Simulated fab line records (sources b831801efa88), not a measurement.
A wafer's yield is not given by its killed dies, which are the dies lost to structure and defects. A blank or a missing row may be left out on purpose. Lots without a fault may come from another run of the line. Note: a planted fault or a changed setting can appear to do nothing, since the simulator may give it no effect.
2 desks, one fault	flow gf180mcu	every desk sees just its own numbers, and what lay behind them comes last

== DESK OF THE TOOL OWNER: cmp-01 ==
The tool's own readings at GF_CONTACT_CMP_27 (polishes, stops on SiO2, t overpolish 15 s, target thk 0 nm): means of the sampled wafers that have a number, for each lot that ran on this tool. Any lot whose mean is over 4 standard deviations away from the usual mean is out of limits and marked OUT; that distance is given in the brackets.
Columns: A = motor-current-A at GF_CONTACT_CMP_27, usual 10.7 A; B = overpolish-run-s at GF_CONTACT_CMP_27, usual 15.000 s; C = time-to-endpoint-s at GF_CONTACT_CMP_27, usual 72 s
lot	first seen here	A	B	C
L150	day 16 23:01	10.5	15.002	69
L151	day 17 08:17	10.7	15.008	72
L152	day 17 21:44	10.6	15.000	72
L153	day 18 06:08	10.8	15.006	70
L157	day 19 17:48	10.8	14.998	70
L160	day 20 20:08	10.9	14.992	69
L162	day 21 08:58	10.5	15.009	71
L164	day 22 07:49	10.5	10.005 (-99 or more) OUT	82
L165	day 22 18:31	11.5	7.521 (-99 or more) OUT	90 (+5.3) OUT
L166	day 23 05:10	10.9	7.521 (-99 or more) OUT	92 (+5.9) OUT
This desk finds L164, L165, L166 out of limits, L164 being first, at day 22 07:49 (overpolish-run-s at GF_CONTACT_CMP_27). L150, L151, L152, L153, L157, L160, L162 stayed within limits.

== AT THE METROLOGY DESK ==
What the gauges read for every lot (on any tool): the sampled wafers with a number, averaged. Any lot whose mean is over 4 standard deviations away from the usual mean is out of limits and marked OUT; that distance is given in the brackets.
Columns: A = M1_ALCU_THK at GF_M1_THK_MEAS_06, usual 453 nm
lot	first seen here	A
L148	day 16 01:41	458
L149	day 16 17:49	448
L150	day 16 23:37	445
L151	day 17 08:46	452
L152	day 17 22:19	451
L153	day 18 06:46	458
L154	day 18 13:31	451
L156	day 19 09:31	448
L157	day 19 18:28	447
L159	day 20 09:13	453
L160	day 20 20:43	447
L162	day 21 09:34	451
L164	day 22 08:24	450
L165	day 22 19:07	455
L166	day 23 05:46	452
This desk found nothing out of limits on any of the 15 lots.

== TAKEN TOGETHER ==
The tool owner's desk had the chance to raise an alarm at day 22 07:49 on L164, L165, L166.
From the metrology desk's view, nothing was out of limits.
The metrology desk holds a record of L164, L165, L166, inside its limits.
GF_CONTACT_CMP_27 was run on cmp-01 by each of the lots named.

== WHAT THE SIMULATOR HAD PUT IN ==
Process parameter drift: cmp-01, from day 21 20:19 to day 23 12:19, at GF_CONTACT_CMP_27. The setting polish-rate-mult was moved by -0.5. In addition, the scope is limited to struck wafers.
Struck lots among those shown: L164, L165, L166.
Time in hours from fault onset to the first out-of-limits reading at each desk: the tool owner's desk, 12.
